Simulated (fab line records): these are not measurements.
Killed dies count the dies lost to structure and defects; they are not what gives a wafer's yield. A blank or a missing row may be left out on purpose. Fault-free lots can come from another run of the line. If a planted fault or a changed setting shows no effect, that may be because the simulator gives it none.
fab line records	flow sky130
record: lots: 6	wafers: 18	last_day: 49
route steps=708 shown VIA3@587 METAL4@598 CAP2M@603 PAD_OPEN@708
lots with no fault: from the same line, run without faults
start_h: the number of hours between the record's first day and the start of the first shown wafer of the lot	wait_h: time in hours since the lot's previous step	" same as the row above	L1.1+2: one row covering several wafers at once	- no value, or no start was given	* or withheld: withheld	< > ~ a bound
route shown NAME@n: names a module that has steps shown in the file, with the first one's number in the route	usual: mean/standard deviation taken from wafers without a fault	same: alike in all rows	chamber/n: place in a boat	sites: each site's reading	_std_site: standard deviation of those values	_edge_site: inner sites' mean taken away from outer sites' mean	radius_mm: for every site, how far away it sits from the centre of the wafer	mask NAME#n: copy n	behind: the last tool/chamber to shape the wafer	hold: reason for holding the lot/hours on hold/outcome of the hold	device: transistor that didn't switch, given as n, p or np	end of line: tests of these same wafers at the route's end	where a step has no rows: the recipe by itself	killed: dies that structure and defects cost at the first sort, which is not the same as the wafer's yield	map: a wafer's dies, x killed, . not, _ none there
set.NAME: the setting the step ran with; set.NAME@STEP: the setting that earlier step ran with	model.NAME: the simulator's own value behind a step, which no gauge read
lots at selected steps of the route; one table per step, one row per wafer
services: when a tool's chamber went out of use (start_h, in hours from the record's first day, below 0 if earlier), for how many hours, and the reason
== steps ==
step: SKY_VIA3_ETCH_14
recipe: chemistry: N2/H2	target: BARC	ion_energy_ev: 200	source_w: 500	bias_w: 100	pressure_mtorr: 30	n2_flow_sccm: 100	h2_flow_sccm: 200	stop_on: SiO2	time_s: 45.9	target_depth_a: 600
step: SKY_VIA3_ETCH_15
recipe: target: SiO2	chemistry: C4F8/O2/Ar	target_depth_nm: 507	stop_on: TiN	mask_material: KrF-thick	source_w: 1500	bias_w: 1200	pressure_mtorr: 40	c4f8_flow_sccm: withheld	O2_flow_sccm: 6	Ar_flow_sccm: 300	time_s: 78
step: SKY_VIA3_STRIP_16
recipe: chemistry: O2/N2	power_w: 1400	pressure_mtorr: 1500	platen_temp_c: withheld	o2_flow_sccm: 3000	n2_flow_sccm: 300	overash_fraction: 0.5
step: SKY_VIA3_STRIP_17
recipe: chemistry: post_etch_residue_remover	time_s: 1200	temp_c: 72.5
step: SKY_VIA3_CLEAN_18
recipe: chemistry: IPA	time_s: 180	temp_c: 25
step: SKY_VIA3_CLEAN_19
recipe: chemistry: O3/DIW	dry: n2_spin
step: SKY_VIA3_SPUTTER_20
recipe: material: TiN	target_thk_nm: 20	chamber_pressure_pa: 5	power_w: 4000	time_s: 80
usual: throttle_valve_pct: 29.6/0.82
lot.wafer	tool	chamber	start_h	wait_h	throttle_valve_pct
L806.1	pvd_sputter-03	-	954.92	0.0	29.0
L806.2	"	-	"	"	30.0
L806.4	"	-	"	"	30.4
L809.2	pvd_sputter-04	-	976.03	0.0	29.5
L809.3	"	-	"	"	30.8
L809.5	"	-	"	"	30.7
L811.1	pvd_sputter-04	-	984.83	0.0	29.5
L811.4	"	-	"	"	28.2
L811.6	"	-	"	"	29.6
L812.1	pvd_sputter-03	-	988.48	0.0	30.4
L812.3	"	-	"	"	30.3
L812.4	"	-	"	"	28.8
L816.1	pvd_sputter-01	-	1011.56	0.0	29.3
L816.3	"	-	"	"	30.2
L816.4	"	-	"	"	30.0
L822.1	pvd_sputter-01	-	1045.39	0.0	29.7
L822.5	"	-	"	"	29.4
L822.6	"	-	"	"	29.6
step: SKY_VIA3_CVD_21
recipe: material: W	target_thk_nm: 390	time_s: 117.31	temp_c: 400	pressure_torr: 40
step: SKY_VIA3_RS_MEAS_22
recipe: thk_meas_gauge: four-point-probe	reads: W_of_VIA3_CVD_21+TiN_of_VIA3_SPUTTER_20
usual: VIA3_W_RS: 0.296/0.0035
lot.wafer	tool	chamber	start_h	wait_h	VIA3_W_RS[ohm/sq]
L806.1	film_metro-04	-	955.10	0.1	0.303
L806.2	"	-	"	"	0.298
L806.4	"	-	"	"	0.299
L809.2	film_metro-04	-	976.24	0.1	0.298
L809.3	"	-	"	"	0.301
L809.5	"	-	"	"	0.299
L811.1	film_metro-03	-	985.02	0.1	0.300
L811.4	"	-	"	"	0.301
L811.6	"	-	"	"	0.297
L812.1	film_metro-02	-	988.66	0.1	0.293
L812.3	"	-	"	"	0.297
L812.4	"	-	"	"	0.291
L816.1	film_metro-02	-	1011.74	0.1	0.293
L816.3	"	-	"	"	0.299
L816.4	"	-	"	"	0.293
L822.1	film_metro-04	-	1045.58	0.1	0.294
L822.5	"	-	"	"	0.294
L822.6	"	-	"	"	0.297
step: SKY_VIA3_THK_MEAS_23
recipe: thk_meas_gauge: xrf	reads: W_of_VIA3_CVD_21
usual: VIA3_W_THK: 398/6.1
lot.wafer	tool	chamber	start_h	wait_h	VIA3_W_THK[nm]
L806.1	film_metro-04	-	955.22	0.1	386
L806.2	"	-	"	"	391
L806.4	"	-	"	"	392
L809.2	film_metro-04	-	976.35	0.1	394
L809.3	"	-	"	"	389
L809.5	"	-	"	"	394
L811.1	film_metro-03	-	985.14	0.1	387
L811.4	"	-	"	"	385
L811.6	"	-	"	"	391
L812.1	film_metro-02	-	988.78	0.1	405
L812.3	"	-	"	"	402
L812.4	"	-	"	"	406
L816.1	film_metro-02	-	1011.86	0.1	407
L816.3	"	-	"	"	402
L816.4	"	-	"	"	406
L822.1	film_metro-04	-	1045.70	0.1	402
L822.5	"	-	"	"	402
L822.6	"	-	"	"	397
step: SKY_VIA3_CMP_24
recipe: stop_on: SiO2	t_overpolish_s: 20	down_force_psi: 3.5	platen_rpm: 60	target_thk_nm: 0	pad_velocity_m_s: 0.94248
step: SKY_METAL4_SPUTTER_00
recipe: material: Ti	target_thk_nm: 15	power_w: 3000	time_s: 10	chamber_pressure_pa: 0.4
usual: throttle_valve_pct: 30.3/1.5
lot.wafer	tool	chamber	start_h	wait_h	throttle_valve_pct
L806.1	pvd_sputter-02	-	955.58	0.1	30.5
L806.2	"	-	"	"	33.1
L806.4	"	-	"	"	32.1
L809.2	pvd_sputter-03	-	976.70	0.1	29.2
L809.3	"	-	"	"	30.1
L809.5	"	-	"	"	29.4
L811.1	pvd_sputter-04	-	985.50	0.1	30.7
L811.4	"	-	"	"	28.1
L811.6	"	-	"	"	29.7
L812.1	pvd_sputter-04	-	989.14	0.1	28.2
L812.3	"	-	"	"	29.7
L812.4	"	-	"	"	29.1
L816.1	pvd_sputter-04	-	1012.22	0.1	29.5
L816.3	"	-	"	"	28.1
L816.4	"	-	"	"	30.6
L822.1	pvd_sputter-02	-	1046.06	0.1	29.5
L822.5	"	-	"	"	30.4
L822.6	"	-	"	"	33.2
step: SKY_METAL4_SPUTTER_01
recipe: material: TiN	target_thk_nm: 20	power_w: 6500	time_s: 16.7	chamber_pressure_pa: 0.4
usual: throttle_valve_pct: 30.3/1.5
lot.wafer	tool	chamber	start_h	wait_h	throttle_valve_pct
L806.1	pvd_sputter-02	-	955.61	0.0	30.6
L806.2	"	-	"	"	32.9
L806.4	"	-	"	"	32.0
L809.2	pvd_sputter-03	-	976.72	0.0	29.3
L809.3	"	-	"	"	30.3
L809.5	"	-	"	"	29.1
L811.1	pvd_sputter-04	-	985.52	0.0	30.5
L811.4	"	-	"	"	27.9
L811.6	"	-	"	"	29.5
L812.1	pvd_sputter-04	-	989.16	0.0	27.8
L812.3	"	-	"	"	29.3
L812.4	"	-	"	"	29.3
L816.1	pvd_sputter-04	-	1012.25	0.0	29.5
L816.3	"	-	"	"	27.8
L816.4	"	-	"	"	30.5
L822.1	pvd_sputter-02	-	1046.08	0.0	29.4
L822.5	"	-	"	"	30.6
L822.6	"	-	"	"	32.9
step: SKY_METAL4_SPUTTER_02
recipe: material: AlCu	target_thk_nm: 735	power_w: 10600	time_s: 39.1	chamber_pressure_pa: 0.4
step: SKY_METAL4_SPUTTER_03
recipe: material: Ti	target_thk_nm: 5	power_w: 3000	time_s: 3.3	chamber_pressure_pa: 0.4
step: SKY_METAL4_SPUTTER_04
recipe: material: TiN	target_thk_nm: 70	power_w: 6500	time_s: 58.3	chamber_pressure_pa: 0.4
step: SKY_CAP2M_CVD_00
recipe: material: SiO2	target_thk_nm: 15.5	temp_c: 400	time_s: withheld	rf_w: 450
usual: heater_power_w: 707/95
lot.wafer	tool	chamber	start_h	wait_h	heater_power_w
L806.1	pecvd-04	0	955.74	0.0	713
L806.2	"	2	"	"	645
L806.4	"	0	"	"	700
L809.2	pecvd-04	1	976.85	0.0	600
L809.3	"	0	"	"	645
L809.5	"	2	"	"	595
L811.1	pecvd-03	1	985.65	0.0	882
L811.4	"	2	"	"	534
L811.6	"	1	"	"	883
L812.1	pecvd-03	2	989.29	0.0	592
L812.3	"	1	"	"	906
L812.4	"	1	"	"	871
L816.1	pecvd-02	0	1012.38	0.0	768
L816.3	"	0	"	"	774
L816.4	"	2	"	"	884
L822.1	pecvd-02	2	1046.21	0.0	735
L822.5	"	1	"	"	747
L822.6	"	0	"	"	861
step: SKY_CAP2M_THK_MEAS_01
recipe: reads: SiO2_of_CAP2M_CVD_00
usual: CAP2M_CVD_00_THK: 15.58/0.28
lot.wafer	tool	chamber	start_h	wait_h	CAP2M_CVD_00_THK[nm]
L806.1	film_metro-04	-	955.76	-	15.08
L806.2	"	-	"	"	15.80
L806.4	"	-	"	"	15.10
L809.2	film_metro-01	-	976.88	-	15.44
L809.3	"	-	"	"	14.77
L809.5	"	-	"	"	15.71
L811.1	film_metro-02	-	985.67	-	15.32
L811.4	"	-	"	"	15.63
L811.6	"	-	"	"	15.54
L812.1	film_metro-04	-	989.32	-	15.26
L812.3	"	-	"	"	15.51
L812.4	"	-	"	"	15.49
L816.1	film_metro-01	-	1012.41	-	15.30
L816.3	"	-	"	"	15.57
L816.4	"	-	"	"	15.73
L822.1	film_metro-01	-	1046.23	-	15.70
L822.5	"	-	"	"	15.24
L822.6	"	-	"	"	15.67
step: SKY_CAP2M_SPUTTER_02
recipe: material: TiN	target_thk_nm: 200	temp_c: 300	power_w: 6500	time_s: 166.7	chamber_pressure_pa: 0.4
usual: substrate_temp_c: 300.03/0.19	throttle_valve_pct: 29.8/0.79
lot.wafer	tool	chamber	start_h	wait_h	substrate_temp_c	throttle_valve_pct
L806.1	pvd_sputter-03	-	955.82	0.1	300.14	28.9
L806.2	"	-	"	"	299.84	28.1
L806.4	"	-	"	"	300.32	30.5
L809.2	pvd_sputter-01	-	976.93	0.0	299.84	29.7
L809.3	"	-	"	"	300.10	29.6
L809.5	"	-	"	"	299.78	29.5
L811.1	pvd_sputter-01	-	985.73	0.1	300.01	29.2
L811.4	"	-	"	"	300.08	29.5
L811.6	"	-	"	"	299.87	29.7
L812.1	pvd_sputter-03	-	989.38	0.1	299.90	30.6
L812.3	"	-	"	"	300.03	28.1
L812.4	"	-	"	"	299.91	30.3
L816.1	pvd_sputter-03	-	1012.47	0.1	299.74	30.3
L816.3	"	-	"	"	299.82	30.4
L816.4	"	-	"	"	299.86	29.2
L822.1	pvd_sputter-03	-	1046.29	0.1	299.90	30.4
L822.5	"	-	"	"	300.17	30.1
L822.6	"	-	"	"	300.18	30.4
step: SKY_CAP2M_RS_MEAS_03
recipe: thk_meas_gauge: four-point-probe	reads: TiN_of_CAP2M_SPUTTER_02
usual: CAP2M_TIN_RS: 6.92/0.11
lot.wafer	tool	chamber	start_h	wait_h	CAP2M_TIN_RS[ohm/sq]
L806.1	film_metro-01	-	955.93	0.1	6.75
L806.2	"	-	"	"	6.88
L806.4	"	-	"	"	6.93
L809.2	film_metro-04	-	977.06	0.1	6.85
L809.3	"	-	"	"	6.93
L809.5	"	-	"	"	6.83
L811.1	film_metro-01	-	985.84	0.1	6.76
L811.4	"	-	"	"	6.86
L811.6	"	-	"	"	6.95
L812.1	film_metro-01	-	989.49	0.1	6.91
L812.3	"	-	"	"	6.82
L812.4	"	-	"	"	6.93
L816.1	film_metro-04	-	1012.58	0.1	7.05
L816.3	"	-	"	"	7.06
L816.4	"	-	"	"	6.95
L822.1	film_metro-02	-	1046.40	0.1	7.13
L822.5	"	-	"	"	7.11
L822.6	"	-	"	"	7.10
step: SKY_CAP2M_THK_MEAS_04
recipe: thk_meas_gauge: xrf	reads: TiN_of_CAP2M_SPUTTER_02
usual: CAP2M_TIN_THK: 200/3.1
lot.wafer	tool	chamber	start_h	wait_h	CAP2M_TIN_THK[nm]
L806.1	film_metro-01	-	956.05	0.1	205
L806.2	"	-	"	"	202
L806.4	"	-	"	"	200
L809.2	film_metro-04	-	977.17	0.1	202
L809.3	"	-	"	"	201
L809.5	"	-	"	"	204
L811.1	film_metro-01	-	985.96	0.1	205
L811.4	"	-	"	"	203
L811.6	"	-	"	"	200
L812.1	film_metro-01	-	989.61	0.1	201
L812.3	"	-	"	"	203
L812.4	"	-	"	"	200
L816.1	film_metro-04	-	1012.70	0.1	195
L816.3	"	-	"	"	195
L816.4	"	-	"	"	199
L822.1	film_metro-02	-	1046.52	0.1	195
L822.5	"	-	"	"	195
L822.6	"	-	"	"	196
step: SKY_CAP2M_DEHYDRATE_05
recipe: temp_c: 200	time_s: 60
step: SKY_CAP2M_HMDS_06
recipe: prime_time_s: 60	prime_temp_c: 120
step: SKY_CAP2M_COAT_07
recipe: resist: NOVOLAK	spin_rpm: 3000	resist_thk_nm: 1140
step: SKY_CAP2M_SOFTBAKE_08
recipe: temp_c: 90	time_s: 60	resist: NOVOLAK
step: SKY_CAP2M_EXPOSE_09
recipe: mask_id: CAP2M	na: 0.6	source_shape: conventional	sigma_outer: 0.6	polarization: unpolarized	target_cd_nm: 1000	dose_mj: 159
step: SKY_CAP2M_PEB_10
recipe: temp_c: withheld	time_s: *	resist: NOVOLAK
step: SKY_CAP2M_DEVELOP_11
recipe: resist: NOVOLAK	developer: TMAH	develop_time_s: 60	dev_temp_c: 23
step: SKY_CAP2M_OVL_MEAS_12
usual: CAP2M_OVL: 0.2/1.5
lot.wafer	tool	chamber	start_h	wait_h	CAP2M_OVL[nm]
L806.1	overlay-01	-	980.26	0.1	-0.3
L806.2	"	-	"	"	0.5
L806.4	"	-	"	"	0.2
L809.2	overlay-01	-	1000.42	0.1	-1.5
L809.3	"	-	"	"	-1.4
L809.5	"	-	"	"	-1.9
L811.1	overlay-02	-	1008.57	0.1	-0.2
L811.4	"	-	"	"	-1.0
L811.6	"	-	"	"	-1.0
L812.1	overlay-01	-	1012.74	0.1	-0.6
L812.3	"	-	"	"	0.0
L812.4	"	-	"	"	-0.4
L816.1	overlay-02	-	1034.92	0.1	-1.6
L816.3	"	-	"	"	-1.6
L816.4	"	-	"	"	-2.3
L822.1	overlay-02	-	1067.69	0.1	3.0
L822.5	"	-	"	"	3.2
L822.6	"	-	"	"	1.4
step: SKY_CAP2M_METAL_ETCH_13
recipe: target_depth_nm: 220	stop_on: SiO2	chemistry: Cl2/BCl3	target: TiN	pressure_mtorr: 10	icp_w: 900	bias_w: 48.5	Cl2_flow_sccm: 60	bcl3_flow_sccm: 30	time_s: 62.9
usual: drypump_motor_current_A: 5.6/0.42	oes_product_au: 0.941/0.0098	throttle_valve_pct: 21.902/0.011
lot.wafer	tool	chamber	start_h	wait_h	drypump_motor_current_A	oes_product_au	rf_hours_counter_h	throttle_valve_pct
L806.1	rie_metal-02	0	980.30	0.0	5.9	0.950	13	21.905
L806.2	"	1	"	"	5.6	0.945	3	21.913
L806.4	"	0	"	"	5.9	0.933	-	21.899
L809.2	rie_metal-04	1	1000.45	0.0	6.1	0.946	6	21.898
L809.3	"	1	"	"	6.1	0.946	-	21.909
L809.5	"	0	"	"	5.0	0.946	-	21.902
L811.1	rie_metal-02	1	1008.61	0.0	5.5	0.956	5	21.904
L811.4	"	0	"	"	5.9	0.943	-	21.904
L811.6	"	1	"	"	5.5	0.937	-	21.899
L812.1	rie_metal-04	1	1012.77	0.0	6.1	0.938	6	21.900
L812.3	"	0	"	"	5.0	0.953	-	21.904
L812.4	"	1	"	"	6.1	0.933	-	21.901
L816.1	rie_metal-03	1	1034.96	0.0	5.6	0.930	11	21.901
L816.3	"	0	"	"	5.3	0.925	-	21.908
L816.4	"	1	"	"	5.6	0.944	-	21.899
L822.1	rie_metal-04	0	1067.73	0.0	5.0	0.923	7	21.911
L822.5	"	0	"	"	5.0	0.926	-	21.900
L822.6	"	1	"	"	6.1	0.923	-	21.908
step: SKY_CAP2M_STRIP_14
recipe: chemistry: O2/N2	power_w: 1400	pressure_mtorr: 1500	platen_temp_c: withheld	o2_flow_sccm: 3000	n2_flow_sccm: 300	overash_fraction: 0.5
step: SKY_CAP2M_STRIP_15
recipe: chemistry: post_etch_residue_remover	time_s: 1200	temp_c: 72.5
step: SKY_CAP2M_CLEAN_16
recipe: chemistry: IPA	time_s: 180	temp_c: 25
step: SKY_CAP2M_CLEAN_17
recipe: chemistry: O3/DIW	dry: n2_spin
step: SKY_METAL4_DEHYDRATE_05
recipe: temp_c: 200	time_s: 60
step: SKY_METAL4_HMDS_06
recipe: prime_time_s: 60	prime_temp_c: 120
step: SKY_METAL4_COAT_07
recipe: resist: BARC	temp_c: withheld	time_s: withheld	spin_rpm: 3000	resist_thk_nm: 60
step: SKY_METAL4_COAT_08
recipe: resist: KrF-thick	spin_rpm: 3000	resist_thk_nm: 1140
step: SKY_METAL4_SOFTBAKE_09
recipe: temp_c: 100	time_s: 90	resist: KrF-thick
step: SKY_METAL4_EXPOSE_10
recipe: mask_id: MM4	na: 0.68	source_shape: annular	sigma_inner: 0.4	sigma_outer: 0.8	target_cd_nm: 300	dose_mj: 28
step: SKY_METAL4_PEB_11
recipe: peb_temp_c: withheld	peb_time_s: withheld	resist: KrF-thick
step: SKY_METAL4_DEVELOP_12
recipe: develop_time_s: 60	resist: KrF-thick	dev_temp_c: 21
step: SKY_PAD_OPEN_PROBE_99
usual: defect_limited_yield: 82.5/1.7	killed_at_M0_to_M3: 43/6.1	killed_at_M4_up: 3.5/2	killed_at_contacts: 25/5.1	killed_at_front_end: 14/4.2	killed_at_other: 0.3/0.55	killed_dies: 86/8.3	killed_on_rim: 17/3.7	killed_open: 46/7.2	killed_short: 39/6	sort_bin_3_pad_short: 0.9/0.42	sort_bin_5_function: 10.3/1.4	sort_bin_6_memory: 6.3/1.1	sort_n_pass: 406/8.3	sort_yield_pct: 82.5/1.7
same: gross_dies: 492	killed_at_back_side: 0	sort_bin_4_leakage[%]: 0	sort_bin_8_speed[%]: 0
lot.wafer	tool	chamber	start_h	wait_h	defect_limited_yield[%]	killed_at_M0_to_M3	killed_at_M4_up	killed_at_contacts	killed_at_front_end	killed_at_other	killed_dies	killed_on_rim	killed_open	killed_short	sort_bin_3_pad_short[%]	sort_bin_5_function[%]	sort_bin_6_memory[%]	sort_n_pass	sort_yield_pct[%]	model.etest.tester.sort_n_pass	model.etest.tester.sort_yield_pct	model.etest.tester.sort_bin_5_pct	model.etest.tester.sort_bin_3_pct
L806.1	prober-02	-	1098.92	0.1	81.7	44	4	26	16	0	90	24	39	51	1.4	10.8	6.1	402	81.7	402	81.71	10.77	1.423
L806.2	prober-02	-	1098.97	0.1	83.7	35	3	28	14	0	80	14	34	46	1.4	11.6	3.3	412	83.7	412	83.74	11.59	1.423
L806.4	prober-02	-	1099.07	0.2	79.7	49	2	32	17	0	100	21	48	52	1.0	8.9	10.4	392	79.7	392	79.67	8.943	1.016
L809.2	prober-01	-	1115.38	0.1	83.1	45	7	15	14	2	83	15	43	38	1.0	8.9	6.9	409	83.1	409	83.13	8.943	1.016
L809.3	prober-01	-	1115.43	0.2	82.9	38	4	24	17	1	84	18	43	39	1.8	9.8	5.5	408	82.9	408	82.93	9.756	1.829
L809.5	prober-01	-	1115.53	0.2	81.9	42	5	25	17	0	89	24	47	41	1.2	8.9	7.9	403	81.9	403	81.91	8.943	1.22
L811.1	prober-01	-	1123.94	0.1	84.6	41	3	18	14	0	76	15	31	45	1.2	9.6	4.7	416	84.6	416	84.55	9.553	1.22
L811.4	prober-01	-	1124.09	0.2	80.1	43	4	31	20	0	98	19	60	38	1.0	12.0	6.9	394	80.1	394	80.08	11.99	1.016
L811.6	prober-01	-	1124.19	0.2	84.8	31	4	21	19	0	75	14	35	40	0.6	9.1	5.5	417	84.8	417	84.76	9.146	0.6098
L812.1	prober-02	-	1126.76	0.1	74.4	37	59	20	10	0	126	26	32	39	4.1	16.7	4.9	366	74.4	366	74.39	16.67	4.065
L812.3	prober-02	-	1126.86	0.2	82.7	48	2	29	6	0	85	15	56	28	0.6	11.0	5.7	407	82.7	407	82.72	10.98	0.6098
L812.4	prober-02	-	1126.91	0.2	83.5	42	3	26	9	1	81	14	46	35	1.2	8.3	6.9	411	83.5	411	83.54	8.333	1.22
L816.1	prober-02	-	1145.98	0.1	80.9	40	5	34	14	1	94	19	46	45	1.0	10.6	7.5	398	80.9	398	80.89	10.57	1.016
L816.3	prober-02	-	1146.08	0.2	74.0	44	48	26	10	0	128	30	52	29	3.9	15.9	6.3	364	74.0	364	73.98	15.85	3.862
L816.4	prober-02	-	1146.13	0.2	85.4	37	0	26	8	1	72	15	41	31	0.6	8.1	5.9	420	85.4	420	85.37	8.13	0.6098
L822.1	prober-01	-	1171.54	0.1	82.5	38	4	29	14	1	86	17	38	48	1.2	10.0	6.3	406	82.5	406	82.52	9.959	1.22
L822.5	prober-01	-	1171.74	0.2	85.8	30	3	19	17	1	70	14	35	35	0.6	8.3	5.3	422	85.8	422	85.77	8.333	0.6098
L822.6	prober-01	-	1171.79	0.2	81.5	45	0	34	11	1	91	25	48	43	1.2	10.4	6.9	401	81.5	401	81.5	10.37	1.22
killed by level:class
L806.1 VIA1:geometric_particle:open=12 CONTACT:geometric_particle:open=7 METAL1:geometric_particle:short=7 FIELD_ISO:geometric_particle:short=6 METAL2:geometric_particle:short=6 CONTACT:geometric_particle:short=5 LI_CONTACT:geometric_particle:open=5 LOCAL_INTERCONNECT:geometric_particle:short=5
L806.2 VIA3:geometric_particle:open=9 LI_CONTACT:geometric_particle:open=7 CONTACT:geometric_particle:short=7 CONTACT:geometric_particle:open=5 METAL1:geometric_particle:short=5 VIA3:geometric_particle:short=5 LI_CONTACT:geometric_particle:short=4 POLY_GATE:geometric_particle:short=4
L806.4 CONTACT:geometric_particle:open=10 VIA3:geometric_particle:open=10 CONTACT:geometric_particle:short=7 METAL1:geometric_particle:short=7 FIELD_ISO:geometric_particle:open=6 VIA2:geometric_particle:open=6 METAL3:geometric_particle:short=6 FIELD_ISO:geometric_particle:short=5
L809.2 VIA1:geometric_particle:open=14 METAL2:geometric_particle:short=10 LI_CONTACT:geometric_particle:open=5 VIA2:geometric_particle:open=5 FIELD_ISO:geometric_particle:short=4 FIELD_ISO:geometric_particle:open=4 METAL4:geometric_particle:short=4 CONTACT:geometric_particle:short=4
L809.3 VIA3:geometric_particle:open=9 LI_CONTACT:geometric_particle:open=8 VIA1:geometric_particle:open=7 CONTACT:geometric_particle:open=7 CONTACT:geometric_particle:short=5 VIA3:geometric_particle:short=5 METAL2:geometric_particle:short=5 METAL4:geometric_particle:short=4
L809.5 VIA1:geometric_particle:open=13 METAL1:geometric_particle:short=8 POLY_GATE:geometric_particle:open=7 METAL2:geometric_particle:short=7 LI_CONTACT:geometric_particle:open=6 CONTACT:geometric_particle:open=6 CONTACT:geometric_particle:short=5 METAL4:geometric_particle:short=5
L811.1 CONTACT:geometric_particle:short=9 VIA1:geometric_particle:open=7 METAL2:geometric_particle:short=7 FIELD_ISO:geometric_particle:short=6 VIA3:geometric_particle:short=6 VIA2:geometric_particle:open=6 VIA3:geometric_particle:open=5 LOCAL_INTERCONNECT:geometric_particle:short=4
L811.4 VIA1:geometric_particle:open=12 VIA3:geometric_particle:open=9 CONTACT:geometric_particle:open=8 FIELD_ISO:geometric_particle:open=7 LOCAL_INTERCONNECT:geometric_particle:short=7 VIA2:geometric_particle:open=7 FIELD_ISO:geometric_particle:short=6 LI_CONTACT:geometric_particle:open=6
L811.6 LI_CONTACT:geometric_particle:short=7 VIA3:geometric_particle:open=7 FIELD_ISO:geometric_particle:short=6 METAL2:geometric_particle:short=6 FIELD_ISO:geometric_particle:open=5 LI_CONTACT:geometric_particle:open=5 POLY_GATE:geometric_particle:short=4 LOCAL_INTERCONNECT:geometric_particle:short=4
L812.1 METAL4:unspecified=55 VIA1:geometric_particle:open=12 METAL1:geometric_particle:short=8 CONTACT:geometric_particle:open=7 CONTACT:geometric_particle:short=6 FIELD_ISO:geometric_particle:short=4 VIA1:geometric_particle:short=4 LI_CONTACT:geometric_particle:open=3
L812.3 CONTACT:geometric_particle:open=14 VIA1:geometric_particle:open=14 LI_CONTACT:geometric_particle:open=8 VIA2:geometric_particle:open=7 METAL1:geometric_particle:short=5 VIA3:geometric_particle:open=4 METAL2:geometric_particle:short=4 VIA1:geometric_particle:short=3
L812.4 VIA1:geometric_particle:open=15 CONTACT:geometric_particle:short=7 CONTACT:geometric_particle:open=6 LOCAL_INTERCONNECT:geometric_particle:short=5 VIA2:geometric_particle:open=5 LI_CONTACT:geometric_particle:open=4 VIA3:geometric_particle:open=4 METAL2:geometric_particle:short=3
L816.1 VIA1:geometric_particle:open=12 LI_CONTACT:geometric_particle:short=9 LI_CONTACT:geometric_particle:open=7 CONTACT:geometric_particle:open=7 CONTACT:geometric_particle:short=6 METAL1:geometric_particle:short=6 VIA3:geometric_particle:open=5 FIELD_ISO:geometric_particle:short=4
L816.3 METAL4:unspecified=46 VIA1:geometric_particle:open=12 LI_CONTACT:geometric_particle:open=11 CONTACT:geometric_particle:open=8 VIA3:geometric_particle:open=6 LOCAL_INTERCONNECT:geometric_particle:short=5 METAL2:geometric_particle:short=5 VIA2:geometric_particle:open=4
L816.4 VIA2:geometric_particle:open=9 VIA1:geometric_particle:open=8 LI_CONTACT:geometric_particle:open=8 CONTACT:geometric_particle:open=7 LOCAL_INTERCONNECT:geometric_particle:short=5 METAL2:geometric_particle:short=5 VIA3:geometric_particle:open=5 CONTACT:geometric_particle:short=4
L822.1 CONTACT:geometric_particle:open=10 VIA1:geometric_particle:open=7 METAL2:geometric_particle:short=7 LOCAL_INTERCONNECT:geometric_particle:short=6 LI_CONTACT:geometric_particle:open=6 VIA2:geometric_particle:open=6 VIA2:geometric_particle:short=5 FIELD_ISO:geometric_particle:open=4
L822.5 VIA1:geometric_particle:open=10 FIELD_ISO:geometric_particle:open=6 LOCAL_INTERCONNECT:geometric_particle:short=6 VIA2:geometric_particle:open=6 LI_CONTACT:geometric_particle:open=5 POLY_GATE:geometric_particle:short=4 VIA1:geometric_particle:short=4 FIELD_ISO:geometric_particle:short=3
L822.6 CONTACT:geometric_particle:open=13 VIA1:geometric_particle:open=12 METAL2:geometric_particle:short=7 LI_CONTACT:geometric_particle:open=7 VIA2:geometric_particle:open=7 FIELD_ISO:geometric_particle:short=6 LI_CONTACT:geometric_particle:short=5 CONTACT:geometric_particle:short=5
map L812.1 (x killed, . not)
__________x........x_________
________........x....x_______
______..x....x...x......_____
_____.......x.x....x.....____
____..xx.....x............___
___........x.....x..x....x.__
__..x..x........x..........._
_.....x......x......x........
_........x.xx..x..........x..
_....................x.......
_xx..x....x....x.x.....x.....
_.............x..xxx.x..x.x..
_.....x..x...xx...xx....x..x.
_......xx...............xx...
_..........x.....x.x.....x...
__..x.xx..xxx..x......x....._
___..xxx.xxxxxx..........x.__
____.x..xxxxxxx...........___
_____xxxxxxxxxxx.........____
______xxxxxxxxxxxx....x._____
________xxxxxxxx....x._______
__________xxxxxxx..x_________
map L816.3 (x killed, . not)
__________xx..x...x._________
________..xx...x......_______
______.x.....x.........x_____
_____..x...............x.____
____.............x.....x..___
___.x.x....x...x..xx..x...x__
__.x...................x...._
_......x..........x..x...x...
_.....x...x.........xx.....x.
_...xx...x.........xxxx.x.x..
_..........x.....xx......x...
_.....xxx....................
_...................xxx......
_x...x.....x..x.......x.....x
_.....x..x...xxx...x.........
__....x.x.x..x......x......._
___..xxxxxxxx..x........x..__
____..xxxxxxxxx.x.......x.___
_____xxxxxxxxxxx..x...x.x____
______.xxxxxxxx........._____
________xxxxxxxx.....x_______
__________xxxxx..xx._________
== services ==
tool	chamber	start_h	hours	kind
pvd_sputter-03	-	939.12	3.3	repair
rie_metal-03	-	977.28	0.4	repair
pvd_sputter-01	-	978.97	3.1	repair
pvd_sputter-02	-	981.83	1.2	repair
rie_metal-03	-	987.98	0.6	repair
pvd_sputter-03	3	998.59	-	consumable_replace:kit
pvd_sputter-03	3	998.59	18.0	scheduled_down
pvd_sputter-03	3	998.59	18.0	vent_cycle
pvd_sputter-01	0	1000.70	-	consumable_replace:kit
pvd_sputter-01	0	1000.70	18.0	scheduled_down
pvd_sputter-03	-	1003.83	3.1	repair
pvd_sputter-02	-	1022.76	20.8	repair
pvd_sputter-02	-	1029.95	13.0	repair
pvd_sputter-04	-	1030.55	2.2	repair
pecvd-04	-	1050.15	6.0	pm
pecvd-03	-	1050.69	2.8	pm
rie_metal-02	-	1055.06	27.1	repair
pvd_sputter-04	2	1058.10	-	consumable_replace:kit
pvd_sputter-04	2	1058.10	18.0	scheduled_down
pvd_sputter-04	2	1058.10	18.0	vent_cycle
pvd_sputter-03	2	1060.99	-	consumable_replace:kit
pvd_sputter-03	2	1060.99	18.0	scheduled_down
pvd_sputter-03	2	1060.99	18.0	vent_cycle
pecvd-04	-	1067.56	0.9	repair
== key ==
first_sign: step: SKY_PAD_OPEN_PROBE_99	reading: killed_at_M4_up	direction: up	sigmas: 26	usual: 3.5	struck: 53.5
effect: step: SKY_PAD_OPEN_PROBE_99	reading: sort_bin_3_pad_short	direction: up	sigmas: 7.2	usual: 0.9	struck: 4.0
model_effect: step: SKY_PAD_OPEN_PROBE_99	value: etest.tester.sort_n_pass	without: 409.5	struck: 365
met_at SKY_METAL4_SPUTTER_01
struck_wafers L812.1,L816.3
onset_between 985.52 989.16
fault: kind: chamber_particle_source	tool: pvd_sputter-04	chamber: -	onset_h: 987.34	steps: SKY_METAL4_SPUTTER_01	rate_per_visit_cm2: 1.798	end_h: 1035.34	scope: struck_wafers_only
